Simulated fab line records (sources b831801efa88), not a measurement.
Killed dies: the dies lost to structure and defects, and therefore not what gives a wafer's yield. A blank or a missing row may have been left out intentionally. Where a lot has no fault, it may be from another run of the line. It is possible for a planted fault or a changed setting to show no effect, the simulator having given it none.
fab line records -- flow gf180mcu
record lots=11, wafers=33, last-day=34
route steps=602 shown VT_IMPLANT@119 DUAL_GATE@143 POLY_GATE@169
lots that met no fault: taken from a fault-free run of the same line
start-h: hours from the record's opening day to when the first of the lot's shown wafers began -- wait-h: hours elapsed since this lot's preceding step -- " repeats the value in the row above -- L1.1+2: several wafers, shown together as one row -- - either no value or no given start -- * or withheld: withheld -- < > ~ a bound
route shown NAME@n: NAME is a module with steps in the file, n the number in the route of the first one -- usual: mean and standard deviation over wafers with no fault -- same: alike in all rows -- chamber/n: place in a boat -- sites: the reading at each site -- _std_site: standard deviation across them -- _edge_site: inner sites' mean taken away from outer sites' mean -- radius-mm: for every site, how far away it sits from the centre of the wafer -- mask NAME#n: copy n -- behind: the tool/chamber that last shaped the wafer -- hold: the reason the lot was held/the length of the hold in hours/how it ended -- device: the transistor (n, p or np) that didn't switch -- end of line: at the end of the route, the tests of the same wafers -- for a step that has no rows: nothing shown but its recipe -- killed: at the first sort, the dies lost to defects and structure; wafer yield is something else -- map: per-die view of a wafer (x killed, . not killed, _ where there is no die)
set.NAME: the setting the step ran with; set.NAME@STEP: the setting that earlier step ran with -- model.NAME: the simulator's own value behind a step, which no gauge read
route steps across a sampled set of lots; one table per step, one row per wafer
services: a tool's chamber out of use, with start hour (start-h, from the record's first day; less than 0 if before it), hours out, and reason
## steps
# step GF_VT_IMPLANT_OVL_MEAS_29
# usual VT_IMPLANT_02_OVL=-0.6/1.2
lot.wafer,tool,chamber,start-h,wait-h,VT_IMPLANT_02_OVL[nm]
L199.2,overlay-02,-,146.86,0.1,-0.4
L199.3,overlay-02,-,146.86,0.1,1.5
L199.4,overlay-02,-,146.86,0.1,-2.0
L201.1,overlay-02,-,161.06,0.1,-0.5
L201.2,overlay-02,-,161.06,0.1,-2.4
L201.5,overlay-02,-,161.06,0.1,-0.9
L203.1,overlay-02,-,173.76,0.1,-0.1
L203.2,overlay-02,-,173.76,0.1,-0.9
L203.5,overlay-02,-,173.76,0.1,-2.0
L205.2,overlay-02,-,187.71,0.1,-1.1
L205.5,overlay-02,-,187.71,0.1,0.1
L205.6,overlay-02,-,187.71,0.1,0.3
L207.1,overlay-01,-,203.64,0.1,-0.6
L207.3,overlay-01,-,203.64,0.1,0.5
L207.5,overlay-01,-,203.64,0.1,-1.3
L208.1,overlay-02,-,211.06,0.1,-0.7
L208.4,overlay-02,-,211.06,0.1,1.3
L208.6,overlay-02,-,211.06,0.1,-1.0
L211.1,overlay-02,-,229.76,0.1,1.7
L211.3,overlay-02,-,229.76,0.1,0.2
L211.6,overlay-02,-,229.76,0.1,-0.8
L212.1,overlay-02,-,238.11,0.1,-0.6
L212.2,overlay-02,-,238.11,0.1,1.0
L212.6,overlay-02,-,238.11,0.1,-1.1
L213.2,overlay-02,-,239.16,0.1,0.6
L213.4,overlay-02,-,239.16,0.1,-0.8
L213.5,overlay-02,-,239.16,0.1,-0.6
L214.2,overlay-01,-,245.77,0.1,-2.3
L214.3,overlay-01,-,245.77,0.1,-0.9
L214.4,overlay-01,-,245.77,0.1,-1.9
L219.2,overlay-02,-,280.79,0.1,1.1
L219.4,overlay-02,-,280.79,0.1,0.2
L219.5,overlay-02,-,280.79,0.1,0.1
# step GF_VT_IMPLANT_STRIP_42
# recipe chemistry=O2/N2, power-w=1400, pressure-mtorr=1500, platen-temp-c=250, o2-flow-sccm=3000, n2-flow-sccm=300, overash-fraction=0.5
# usual drypump-motor-current-A=5.66/0.27, heater-power-w=322/35, oes-product-au=0.716/0.0048, strip-time-to-endpoint-s=12.62/0.039
lot.wafer,tool,chamber,start-h,wait-h,drypump-motor-current-A,heater-power-w,oes-product-au,rf-hours-counter-h,strip-time-to-endpoint-s
L199.2,plasma-asher-01,1,163.45,0.1,5.40,363,0.712,50,12.67
L199.3,plasma-asher-01,0,163.45,0.1,5.65,298,0.715,-,12.61
L199.4,plasma-asher-01,1,163.45,0.1,5.49,369,0.711,-,12.65
L201.1,plasma-asher-04,1,177.24,0.1,5.30,282,0.713,53,12.71
L201.2,plasma-asher-04,0,177.24,0.1,5.67,306,0.719,53,12.67
L201.5,plasma-asher-04,0,177.24,0.1,5.68,315,0.717,-,12.66
L203.1,plasma-asher-02,1,190.43,0.1,6.05,370,0.715,8,12.73
L203.2,plasma-asher-02,0,190.43,0.1,5.92,322,0.710,8,12.65
L203.5,plasma-asher-02,1,190.43,0.1,6.04,358,0.722,-,12.69
L205.2,plasma-asher-02,1,205.55,0.1,6.03,373,0.717,9,12.59
L205.5,plasma-asher-02,0,205.55,0.1,5.93,332,0.722,-,12.59
L205.6,plasma-asher-02,1,205.55,0.1,6.00,366,0.711,-,12.63
L207.1,plasma-asher-02,0,221.75,0.1,5.93,332,0.716,11,12.58
L207.3,plasma-asher-02,0,221.75,0.1,5.96,320,0.712,-,12.62
L207.5,plasma-asher-02,1,221.75,0.1,6.04,368,0.723,-,12.57
L208.1,plasma-asher-01,1,229.20,0.1,5.46,373,0.721,57,12.65
L208.4,plasma-asher-01,1,229.20,0.1,5.52,373,0.722,-,12.67
L208.6,plasma-asher-01,1,229.20,0.1,5.49,378,0.704,-,12.67
L211.1,plasma-asher-02,0,248.63,0.1,5.92,327,0.717,14,12.57
L211.3,plasma-asher-02,1,248.63,0.1,6.07,376,0.716,-,12.54
L211.6,plasma-asher-02,1,248.63,0.1,6.03,366,0.713,-,12.59
L212.1,plasma-asher-04,1,256.75,0.1,5.26,278,0.721,61,12.68
L212.2,plasma-asher-04,0,256.75,0.1,5.67,318,0.714,61,12.66
L212.6,plasma-asher-04,1,256.75,0.1,5.26,279,0.711,-,12.61
L213.2,plasma-asher-04,0,258.25,0.1,5.68,312,0.719,62,12.57
L213.4,plasma-asher-04,0,258.25,0.1,5.67,309,0.719,-,12.54
L213.5,plasma-asher-04,0,258.25,0.1,5.67,312,0.718,-,12.54
L214.2,plasma-asher-04,1,264.69,0.1,5.27,274,0.724,62,12.61
L214.3,plasma-asher-04,0,264.69,0.1,5.67,302,0.712,-,12.65
L214.4,plasma-asher-04,1,264.69,0.1,5.26,278,0.722,-,12.66
L219.2,plasma-asher-04,0,300.89,0.1,5.69,304,0.714,66,12.54
L219.4,plasma-asher-04,0,300.89,0.1,5.69,302,0.718,-,12.60
L219.5,plasma-asher-04,1,300.89,0.1,5.26,274,0.714,-,12.56
# step GF_DUAL_GATE_OXIDATION_02
# recipe temp-c=900, ambient=O2, stabilise-s=600, purge-s=300, target-thk-a=108.87, ox-time-s=1602
# usual spike-tc-bottom-C=917.9/2.5, spike-tc-centre-C=899.6/1.2, spike-tc-lower-C=900.0/1, spike-tc-top-C=913.9/1.4, spike-tc-upper-C=900.4/1.1, tube-center-temp-C=900/0.079, tube_center_temp_C_max=902.3/0.36, zone-power-bottom-pct=29.9/0.45
# same ox-time-s=1602
lot.wafer,tool,chamber,start-h,wait-h,spike-tc-bottom-C,spike-tc-centre-C,spike-tc-lower-C,spike-tc-top-C,spike-tc-upper-C,tube-center-temp-C,tube_center_temp_C_max,zone-power-bottom-pct
L199.2,furnace-02,0,166.45,2.0,917.7,899.9,899.3,915.2,900.2,899.95,902.5,30.3
L199.3,furnace-02,0,166.45,2.0,917.0,900.3,900.0,915.0,898.6,900.07,902.7,30.6
L199.4,furnace-02,0,166.45,2.0,917.3,899.1,899.0,914.2,900.6,900.07,902.4,29.8
L201.1,furnace-02,0,178.23,0.0,915.8,897.9,900.1,913.5,898.6,900.11,902.7,30.0
L201.2,furnace-02,0,178.23,0.0,915.5,899.0,899.9,915.4,899.0,900.06,902.1,31.1
L201.5,furnace-02,0,178.23,0.0,916.4,898.3,900.1,914.0,900.2,900.13,902.3,29.8
L203.1,furnace-02,0,191.88,0.5,915.7,898.6,901.7,913.9,900.2,899.95,902.0,30.3
L203.2,furnace-02,0,191.88,0.5,917.2,898.7,900.7,913.9,901.0,900.08,902.6,29.8
L203.5,furnace-02,0,191.88,0.5,916.9,898.7,899.3,914.1,901.9,900.03,902.6,29.5
L205.2,furnace-02,0,206.52,0.0,916.6,899.6,899.5,913.9,898.5,899.92,901.9,30.1
L205.5,furnace-02,0,206.52,0.0,917.1,898.1,900.8,915.3,898.7,899.9,902.2,30.1
L205.6,furnace-02,0,206.52,0.0,917.5,899.1,899.6,914.8,900.7,900.05,902.5,30.0
L207.1,furnace-02,0,222.72,0.0,918.1,899.5,899.7,913.4,900.7,900,902.2,30.2
L207.3,furnace-02,0,222.72,0.0,918.4,897.4,899.9,913.6,899.4,899.9,902.6,30.3
L207.5,furnace-02,0,222.72,0.0,915.6,899.2,900.0,914.0,900.3,900.02,902.8,30.3
L208.1,furnace-02,0,230.65,0.5,916.9,898.2,900.2,915.2,900.6,900.07,902.1,29.8
L208.4,furnace-02,0,230.65,0.5,916.3,897.7,900.0,915.1,901.4,899.92,901.5,30.4
L208.6,furnace-02,0,230.65,0.5,915.5,898.7,900.4,916.1,899.5,899.96,902.1,29.7
L211.1,furnace-01,0,250.71,1.1,921.3,902.4,898.4,914.6,901.7,899.93,902.3,29.2
L211.3,furnace-01,0,250.71,1.1,921.1,900.8,899.1,913.0,901.3,899.86,903.2,28.8
L211.6,furnace-01,0,250.71,1.1,919.5,899.6,899.5,912.1,901.1,899.99,902.5,29.6
L212.1,furnace-02,0,257.72,0.0,933.5,915.2,915.4,932.2,918.3,915.51,917.0,30.8
L212.2,furnace-02,0,257.72,0.0,931.8,914.2,915.8,931.3,916.2,915.78,917.5,31.6
L212.6,furnace-02,0,257.72,0.0,931.1,915.1,916.7,929.1,917.2,915.82,917.7,31.6
L213.2,furnace-02,0,259.22,0.0,931.6,915.3,916.0,929.8,916.8,915.8,918.6,31.4
L213.4,furnace-02,0,259.22,0.0,930.9,915.1,916.7,931.0,915.0,915.62,917.7,31.7
L213.5,furnace-02,0,259.22,0.0,933.8,915.9,915.6,930.5,916.6,915.77,918.0,31.6
L214.2,furnace-02,0,266.51,0.8,933.2,915.1,915.8,927.8,916.6,915.64,918.0,31.7
L214.3,furnace-02,0,266.51,0.8,931.1,914.9,913.9,929.9,917.4,915.61,917.8,31.9
L214.4,furnace-02,0,266.51,0.8,932.5,915.5,914.7,929.8,915.2,915.7,918.1,31.5
L219.2,furnace-01,0,302.16,0.2,921.7,901.9,899.3,911.8,900.9,899.91,901.9,29.3
L219.4,furnace-01,0,302.16,0.2,921.2,900.6,899.4,912.9,900.9,900.05,902.2,29.8
L219.5,furnace-01,0,302.16,0.2,920.9,899.8,900.3,912.5,900.6,899.91,902.1,29.6
# step GF_DUAL_GATE_THK_MEAS_03
# recipe reads=SiO2_of_DUAL_GATE_OXIDATION_02
# usual DUAL_GATE_OXIDATION_00_THK=10.78/0.21
lot.wafer,tool,chamber,start-h,wait-h,DUAL_GATE_OXIDATION_00_THK[nm]
L199.2,film-metro-01,-,167.91,0.0,10.69
L199.3,film-metro-01,-,167.91,0.0,10.62
L199.4,film-metro-01,-,167.91,0.0,10.69
L201.1,film-metro-01,-,179.68,0.0,11.05
L201.2,film-metro-01,-,179.68,0.0,11.27
L201.5,film-metro-01,-,179.68,0.0,11.21
L203.1,film-metro-04,-,193.32,0.0,10.68
L203.2,film-metro-04,-,193.32,0.0,10.85
L203.5,film-metro-04,-,193.32,0.0,10.48
L205.2,film-metro-04,-,207.98,0.0,10.88
L205.5,film-metro-04,-,207.98,0.0,10.77
L205.6,film-metro-04,-,207.98,0.0,11.05
L207.1,film-metro-02,-,224.17,0.0,11.16
L207.3,film-metro-02,-,224.17,0.0,11.03
L207.5,film-metro-02,-,224.17,0.0,11.03
L208.1,film-metro-02,-,232.09,0.0,10.82
L208.4,film-metro-02,-,232.09,0.0,10.80
L208.6,film-metro-02,-,232.09,0.0,10.85
L211.1,film-metro-04,-,252.15,0.0,10.97
L211.3,film-metro-04,-,252.15,0.0,11.05
L211.6,film-metro-04,-,252.15,0.0,10.96
L212.1,film-metro-01,-,259.17,0.0,12.44
L212.2,film-metro-01,-,259.17,0.0,12.47
L212.6,film-metro-01,-,259.17,0.0,12.36
L213.2,film-metro-01,-,260.68,0.0,12.47
L213.4,film-metro-01,-,260.68,0.0,12.60
L213.5,film-metro-01,-,260.68,0.0,12.52
L214.2,film-metro-04,-,267.97,0.0,12.50
L214.3,film-metro-04,-,267.97,0.0,12.56
L214.4,film-metro-04,-,267.97,0.0,12.63
L219.2,film-metro-01,-,303.62,0.0,10.59
L219.4,film-metro-01,-,303.62,0.0,10.96
L219.5,film-metro-01,-,303.62,0.0,10.83
# step GF_POLY_GATE_ETCH_12
# recipe chemistry=N2/H2, target-depth-a=withheld, overetch-a=withheld, time-s=withheld, target=BARC, ion-energy-ev=200, source-w=500, bias-w=100, pressure-mtorr=30, n2-flow-sccm=100, h2-flow-sccm=200
# usual drypump-motor-current-A=5.7/0.34, oes-product-au=0.735/0.0045, throttle-valve-pct=13.214/0.0089
lot.wafer,tool,chamber,start-h,wait-h,drypump-motor-current-A,oes-product-au,throttle-valve-pct
L199.2,rie-diel-04,1,204.62,0.0,6.1,0.733,13.219
L199.3,rie-diel-04,3,204.62,0.0,5.4,0.740,13.219
L199.4,rie-diel-04,0,204.62,0.0,6.2,0.738,13.211
L201.1,rie-diel-01,2,217.32,0.0,5.9,0.728,13.219
L201.2,rie-diel-01,0,217.32,0.0,5.6,0.736,13.212
L201.5,rie-diel-01,3,217.32,0.0,6.2,0.734,13.211
L203.1,rie-diel-01,0,232.37,0.0,5.6,0.735,13.200
L203.2,rie-diel-01,3,232.37,0.0,6.3,0.746,13.212
L203.5,rie-diel-01,1,232.37,0.0,5.8,0.744,13.218
L205.2,rie-diel-03,1,247.91,0.0,5.8,0.740,13.207
L205.5,rie-diel-03,0,247.91,0.0,5.6,0.734,13.213
L205.6,rie-diel-03,3,247.91,0.0,5.6,0.741,13.208
L207.1,rie-diel-01,1,262.96,0.0,5.8,0.731,13.208
L207.3,rie-diel-01,0,262.96,0.0,5.6,0.734,13.231
L207.5,rie-diel-01,0,262.96,0.0,5.6,0.729,13.226
L208.1,rie-diel-03,3,273.81,0.0,5.5,0.733,13.216
L208.4,rie-diel-03,1,273.81,0.0,5.7,0.739,13.213
L208.6,rie-diel-03,0,273.81,0.0,5.5,0.737,13.222
L211.1,rie-diel-03,3,294.31,0.0,5.5,0.733,13.223
L211.3,rie-diel-03,0,294.31,0.0,5.5,0.734,13.208
L211.6,rie-diel-03,0,294.31,0.0,5.5,0.731,13.226
L212.1,rie-diel-01,1,301.76,0.0,5.8,0.734,13.214
L212.2,rie-diel-01,3,301.76,0.0,6.3,0.738,13.200
L212.6,rie-diel-01,0,301.76,0.0,5.6,0.736,13.217
L213.2,rie-diel-03,3,305.56,0.0,5.6,0.739,13.229
L213.4,rie-diel-03,2,305.56,0.0,5.0,0.729,13.223
L213.5,rie-diel-03,1,305.56,0.0,5.8,0.734,13.215
L214.2,rie-diel-01,1,312.01,0.0,5.8,0.733,13.195
L214.3,rie-diel-01,2,312.01,0.0,5.9,0.737,13.204
L214.4,rie-diel-01,0,312.01,0.0,5.6,0.734,13.213
L219.2,rie-diel-04,2,348.66,0.0,6.0,0.736,13.216
L219.4,rie-diel-04,1,348.66,0.0,6.1,0.737,13.220
L219.5,rie-diel-04,2,348.66,0.0,6.0,0.736,13.214
## services
tool,chamber,start-h,hours,kind
rie-diel-03,2,139.73,24.0,repair
rie-diel-03,1,163.62,12.2,repair
furnace-01,-,164.92,2.8,pm
furnace-02,-,183.71,5.2,pm
rie-diel-01,1,190.53,10.0,repair
rie-diel-03,-,205.79,1.7,repair
rie-diel-01,2,211.59,2.9,repair
rie-diel-03,2,213.44,-,clean
rie-diel-03,2,213.44,22.5,scheduled-down
rie-diel-03,2,213.44,22.5,vent-cycle
rie-diel-04,0,216.36,8.4,repair
furnace-02,-,218.15,3.1,repair
furnace-02,-,235.33,3.3,pm
furnace-02,-,246.68,5.1,pm
rie-diel-01,-,255.56,1.4,repair
rie-diel-01,3,265.44,5.7,repair
rie-diel-03,1,284.94,18.4,repair
furnace-01,-,294.81,3.3,pm
plasma-asher-02,-,314.92,15.1,repair
plasma-asher-01,-,327.32,5.5,repair
rie-diel-01,3,332.51,-,clean
rie-diel-01,3,332.51,18.1,scheduled-down
rie-diel-01,3,332.51,18.1,vent-cycle
rie-diel-01,-,343.76,2.8,pm
## key
first-sign step=GF_DUAL_GATE_OXIDATION_02, reading=tube-center-temp-C, direction=up, sigmas=99+, usual=*, struck=*
effect step=GF_DUAL_GATE_OXIDATION_02, reading=tube_center_temp_C_max, direction=up, sigmas=44, usual=*, struck=*
effect step=GF_DUAL_GATE_THK_MEAS_03, reading=DUAL_GATE_OXIDATION_00_THK, direction=up, sigmas=8.1, usual=10.78, struck=12.51
met-at GF_DUAL_GATE_OXIDATION_02
struck-lots L212,L213,L214
tester-left-out L212,L213,L214
not-acting-at GF_VT_IMPLANT_OVL_MEAS_29,GF_VT_IMPLANT_STRIP_42,GF_POLY_GATE_ETCH_12
onset-between 230.65 257.72
fault kind=process-parameter-drift, tool=furnace-02, chamber=-, onset-h=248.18, steps=GF_DUAL_GATE_OXIDATION_02, channel=temp-c, offset=*, shape=step, end-h=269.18, acts-in=*, stated=*
# tester-left-out: of these lots the tester's yield and bins aren't shown, on N5 and GAA mostly nor the transistor test; their killed dies are dies lost to structure and defects alone, not to doping, threshold or leakage, so they don't give the yield
